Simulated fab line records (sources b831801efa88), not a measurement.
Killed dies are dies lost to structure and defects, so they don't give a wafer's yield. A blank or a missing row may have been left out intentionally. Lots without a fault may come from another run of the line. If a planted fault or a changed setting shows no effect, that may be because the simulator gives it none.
A struck lot beside a sound one + flow sky130 + 32 steps out of a route of 708
Sound: these wafers, L599.2, L599.3, L599.5. Wafers L612.3, L612.5, L612.6 were the ones struck. The cause comes at the end.
Per side, at each step with rows, come the tool, then ch with its chambers, and then its first start. Under that, the readings that differ: sound wafers + struck wafers + difference of the means + sigmas: that difference in standard deviations of wafers without a fault.
alike: a reading whose means differ by less than 2 such deviations, as well as words and numbers matching on both sides. not compared: withheld readings; readings where some wafer has no value; bounds like >300 that might hide an equal value; numbers whose values overlap and for which the record gives no deviation.
The two part at a step that has a row with sigmas, a row that says differs or no value, or rows on one side only. Numbers that have no deviation but don't overlap get no sigmas and don't part them. A reading missing from all wafers of one side parts the sides only when that side holds two or more wafers.

SKY_CAPM_THK_MEAS_01:
  sound: film-metro-01 at day 36 00:34; struck: film-metro-03 at day 40 07:17
  alike: CAPM_CVD_00_THK
SKY_CAPM_SPUTTER_02: material TiN, target thk 200 nm, time 166.7 s.
  sound: pvd-sputter-04 at day 36 00:37; struck: pvd-sputter-03 at day 40 07:19
  alike: throttle-valve-pct
SKY_CAPM_RS_MEAS_03: measurement is done with a four-point probe.
  sound: film-metro-02 at day 36 00:45; struck: film-metro-02 at day 40 07:28
  alike: CAPM_TIN_RS
SKY_CAPM_THK_MEAS_04: measures by xrf.
  sound: film-metro-02 at day 36 00:52; struck: film-metro-02 at day 40 07:34
  alike: CAPM_TIN_THK
then, 7 steps without rows for these wafers: SKY_CAPM_DEHYDRATE_05 (time 60 s); SKY_CAPM_HMDS_06 (prime time 60 s); SKY_CAPM_COAT_07 (resist thk 1140 nm); SKY_CAPM_SOFTBAKE_08 (time 60 s); SKY_CAPM_EXPOSE_09 (exposes mask CAPM, target cd 1000 nm); SKY_CAPM_PEB_10; SKY_CAPM_DEVELOP_11 (develop time 60 s).
SKY_CAPM_OVL_MEAS_12:
  sound: overlay-02 at day 37 02:15; struck: overlay-01 at day 41 08:13
  alike: CAPM_OVL
SKY_CAPM_METAL_ETCH_13: etches TiN in Cl2/BCl3, stops on SiO2, target depth 220 nm, time 62.9 s.
  sound on rie-metal-01 ch 0,1, day 37 02:17; struck on rie-metal-04 ch 0,1, day 41 08:16
| reading                                   | sound             | struck            | difference | sigmas |
|-------------------------------------------|-------------------|-------------------|------------|--------|
| oes-product-au (a.u.)                     | 0.936 0.940 0.937 | 0.903 0.909 0.896 | -0.035     | -3     |
| run-length-s (s)                          | 91.6 91.5 91.1    | 95.1 95.4 95.9    | +4.1       | +10    |
| model.NOVOLAK_of_CAPM_COAT_07.thk-nm (nm) | 996 991.2 990.4   | 984.5 985.2 979   | -9.6       |        |
| model.SiO2_of_CAPM_CVD_00.thk-nm (nm)     | 15.43 15.73 15.5  | 14.26 14.08 14.27 | -1.35      |        |
  alike: drypump-motor-current-A, he-backside-leak-sccm, throttle-valve-pct
  not compared: rf-hours-counter-h
SKY_CAPM_STRIP_14: strips in O2/N2.
  sound on plasma-asher-03 ch 0,1, day 37 02:22; struck on plasma-asher-01 ch 0,1, day 41 08:20
| reading                      | sound             | struck            | difference | sigmas |
|------------------------------|-------------------|-------------------|------------|--------|
| strip-time-to-endpoint-s (s) | 12.69 12.64 12.62 | 12.55 12.55 12.49 | -0.12      | -3     |
  alike: drypump-motor-current-A, n2-flow-sccm, oes-product-au
  not compared: rf-hours-counter-h
then, 11 steps without rows for these wafers: SKY_CAPM_STRIP_15 (strips in post etch residue remover, time 1200 s); SKY_CAPM_CLEAN_16 (cleans in IPA, time 180 s); SKY_CAPM_CLEAN_17 (cleans in O3/DIW); SKY_METAL3_DEHYDRATE_05 (time 60 s); SKY_METAL3_HMDS_06 (prime time 60 s); SKY_METAL3_COAT_07 (resist thk 60 nm); SKY_METAL3_COAT_08 (resist thk 1140 nm); SKY_METAL3_SOFTBAKE_09 (time 90 s); SKY_METAL3_EXPOSE_10 (exposes mask MM3, target cd 300 nm); SKY_METAL3_PEB_11; SKY_METAL3_DEVELOP_12 (develop time 60 s).
SKY_METAL3_CD_MEAS_13: target cd 300 nm.
  sound: cd-sem-01 at day 38 04:25; struck: cd-sem-02 at day 42 08:23
  alike: cd-nm
SKY_METAL3_OVL_MEAS_14:
  sound: overlay-01 at day 38 04:31; struck: overlay-01 at day 42 08:28
  alike: METAL3_OVL
SKY_METAL3_DESCUM_15: chemistry O2, time 8 s.
  sound on rie-metal-04 ch 0,1, day 38 04:33; struck on rie-metal-01 ch 0,1, day 42 08:31
  alike: drypump-motor-current-A, he-backside-leak-sccm, oes-product-au
  not compared: rf-hours-counter-h
SKY_METAL3_ETCH_16: etches BARC in N2/H2, stops on SiO2, time 88.2 s, target depth 60 nm.
  sound on rie-metal-04 ch 0,1, day 38 04:35; struck on rie-metal-01 ch 0,1, day 42 08:35
| reading          | sound             | struck            | difference | sigmas |
|------------------|-------------------|-------------------|------------|--------|
| run-length-s (s) | 116.4 116.6 117.2 | 119.2 120.6 119.3 | +3.0       | +4     |
  alike: drypump-motor-current-A, he-backside-leak-sccm, n2-flow-sccm, oes-product-au, throttle-valve-pct
  not compared: rf-hours-counter-h
SKY_METAL3_ETCH_17: etches SiO2 in C4F8/O2/Ar, stops on TiN, time 3.9 s, target depth 15 nm.
  sound on rie-diel-04 ch 0,3, day 38 04:41; struck on rie-diel-02 ch 1,2,3, day 42 08:40
| reading                  | sound             | struck            | difference | sigmas |
|--------------------------|-------------------|-------------------|------------|--------|
| oes-product-au (a.u.)    | 0.755 0.761 0.754 | 0.725 0.720 0.720 | -0.035     | -5     |
| model.etch.depth-nm (nm) | 15.43 15.73 15.5  | 14.26 14.08 14.27 | -1.35      |        |
  not compared: rf-hours-counter-h
SKY_METAL3_METAL_ETCH_18: etches the open film in Cl2/BCl3, stops on SiO2, target depth 845 nm, time 183.1 s.
  sound on rie-metal-01 ch 0, day 38 04:42; struck on rie-metal-03 ch 0,1, day 42 08:45
  alike: drypump-motor-current-A, he-backside-leak-sccm, oes-product-au, run-length-s, throttle-valve-pct
  not compared: rf-hours-counter-h
-- the record jumps here: 6 days lie between the struck wafers' starts before and after (it left off in module METAL3 and takes up again in module PAD_OPEN, whose first step shown is number 708 of the route) --
SKY_PAD_OPEN_PROBE_99:
  sound: prober-01 at day 45 10:28; struck: prober-01 at day 48 20:37
| reading                              | sound                | struck               | difference | sigmas |
|--------------------------------------|----------------------|----------------------|------------|--------|
| model.etest.cap-mim.leak-log10-a-cm2 | -8.924 -8.928 -8.907 | -8.808 -8.823 -8.826 | +0.101     |        |
  alike: defect-limited-yield, killed_at_M0_to_M3, killed_at_M4_up, killed-at-contacts, killed-at-front-end, killed-at-other, killed-dies, killed-open, killed-short, sort_bin_3_pad_short, sort_bin_5_function, sort_bin_6_memory, sort-n-pass, sort-yield-pct

WHERE THEY PART
At SKY_CAPM_METAL_ETCH_13 first; at SKY_METAL3_ETCH_17 last (within this record only). Later steps at which nothing parts them and some readings are alike: SKY_METAL3_METAL_ETCH_18, SKY_PAD_OPEN_PROBE_99.

WHY: what the simulator had put in
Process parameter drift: rie-metal-04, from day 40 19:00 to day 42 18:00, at SKY_CAPM_METAL_ETCH_13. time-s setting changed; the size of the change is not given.
